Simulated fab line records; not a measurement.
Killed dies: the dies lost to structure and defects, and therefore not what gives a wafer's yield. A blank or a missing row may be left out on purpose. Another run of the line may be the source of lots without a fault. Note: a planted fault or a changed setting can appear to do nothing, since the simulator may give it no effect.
A struck lot beside a sound one    flow sky130    18 steps out of a route of 708
Sound: wafers L460.4, L460.5, L460.6. The struck wafers were L449.1, L449.2, L449.6. The cause is named last.
Order at every step that has rows: each side's tool, ch and its chambers, its first start. Under that, the readings that differ: sound wafers    struck wafers    difference of the means    sigmas: that difference in standard deviations of wafers without a fault.
alike: readings with means less than 2 such deviations apart, plus words and numbers identical on both sides. not compared: withheld readings, readings lacking a value on some wafer, bounds such as >300 that could conceal the same value, and numbers that have no deviation in the record and whose values overlap.
A row with sigmas, a row that says differs or no value, or rows on one side alone: a step with any of these is where the two part. Numbers that don't overlap but have no deviation are shown without sigmas and don't part them. A reading missing from all wafers of one side parts the sides only when that side holds two or more wafers.

first, 1 step without rows for these wafers: SKY_VT_ADJUST_PCH_IMPLANT_08.
SKY_VT_ADJUST_PCH_STRIP_09: strips in O2/N2.
  sound on plasma-asher-02 ch 0,1, day 15 13:54; struck on plasma-asher-04 ch 0,1, day 12 00:13
  alike: drypump-motor-current-A, oes-product-au, strip-time-to-endpoint-s
  not compared: rf-hours-counter-h
SKY_VT_ADJUST_PCH_TW_MEAS_10:
  sound: film-metro-01 at day 15 13:59; struck: film-metro-04 at day 12 00:19
reading           sound              struck             difference  sigmas
VT_ADJUST_PCH_TW  137.8 138.2 138.3  143.2 143.7 144.1  +5.6        +3
then, 7 steps without rows for these wafers: SKY_SONOS_TUNNEL_DEHYDRATE_00 (time 60 s); SKY_SONOS_TUNNEL_HMDS_01 (prime time 60 s); SKY_SONOS_TUNNEL_COAT_02 (resist thk 1140 nm); SKY_SONOS_TUNNEL_SOFTBAKE_03 (time 60 s); SKY_SONOS_TUNNEL_EXPOSE_04 (exposes mask TUNM, target cd 410 nm); SKY_SONOS_TUNNEL_PEB_05; SKY_SONOS_TUNNEL_DEVELOP_06 (develop time 60 s).
SKY_SONOS_TUNNEL_CD_MEAS_07: target cd 410 nm.
  sound: cd-sem-02 at day 16 17:17; struck: cd-sem-02 at day 13 00:41
  alike: cd-nm
SKY_SONOS_TUNNEL_OVL_MEAS_08:
  sound: overlay-02 at day 16 17:22; struck: overlay-02 at day 13 00:48
  alike: SONOS_TUNNEL_OVL
SKY_SONOS_TUNNEL_IMPLANT_09:
  sound on implanter-02 ch 0, day 16 17:28; struck on implanter-03 ch 0, day 13 00:50
reading             sound                             struck                         difference  sigmas
dose-ions-cm2       1.0006e+12 1.0022e+12 1.0011e+12  5.945e+11 5.955e+11 5.955e+11  -4.061e+11  -99 or more
faraday-current-uA  5.55 5.77 5.83                    3.42 3.50 3.43                 -2.27       -19
then, 2 steps without rows for these wafers: SKY_SONOS_TUNNEL_WET_ETCH_10 (etches SiO2 in dHF, target depth 14 nm, time 280 s); SKY_SONOS_TUNNEL_STRIP_11 (strips in SPM, time 600 s).
SKY_SONOS_TUNNEL_TW_MEAS_12:
  sound: film-metro-03 at day 16 17:50; struck: film-metro-03 at day 13 01:27
reading          sound        struck       difference  sigmas
SONOS_TUNNEL_TW  200 201 201  175 174 174  -26         -7
then, 1 step without rows for these wafers: SKY_SONOS_TUNNEL_CLEAN_13 (cleans in dHF, time 20 s).
-- here the record skips 34 days between the struck wafers' starts before and after, leaving off in module SONOS_TUNNEL and picking up in module PAD_OPEN (first step shown: number 708 of the route) --
SKY_PAD_OPEN_PROBE_99:
  sound: prober-02 at day 49 17:14; struck: prober-02 at day 47 07:05
reading                                      sound                    struck                   difference  sigmas
killed_at_M0_to_M3                           49 50 47                 37 31 32                 -15         -2
model.etest.sonos-programmed.off-log10-a-um  -14.07 -13.96 -13.96     -13.64 -13.32 -13.38     +0.55       
model.etest.sonos-programmed.vt-v (V)        1.437 1.435 1.52         1.349 1.281 1.259        -0.168      
model.etest.sonos-baked.vt-v (V)             0.8864 0.9047 0.9342     0.8232 0.7595 0.7799     -0.1209     
model.etest.sonos-uncharged.vt-v (V)         -0.4438 -0.4522 -0.4575  -0.5118 -0.5673 -0.5564  -0.0940     
  alike: killed_at_M4_up, killed-at-contacts, killed-at-front-end, killed-at-other, killed-dies, killed-open, killed-short
  not compared: model.etest.sonos-uncharged.r-on-ohm-um

== WHERE THEY PART ==
Last at SKY_PAD_OPEN_PROBE_99 as far as this record goes, first at SKY_VT_ADJUST_PCH_TW_MEAS_10.

WHY: whatever the simulator had introduced
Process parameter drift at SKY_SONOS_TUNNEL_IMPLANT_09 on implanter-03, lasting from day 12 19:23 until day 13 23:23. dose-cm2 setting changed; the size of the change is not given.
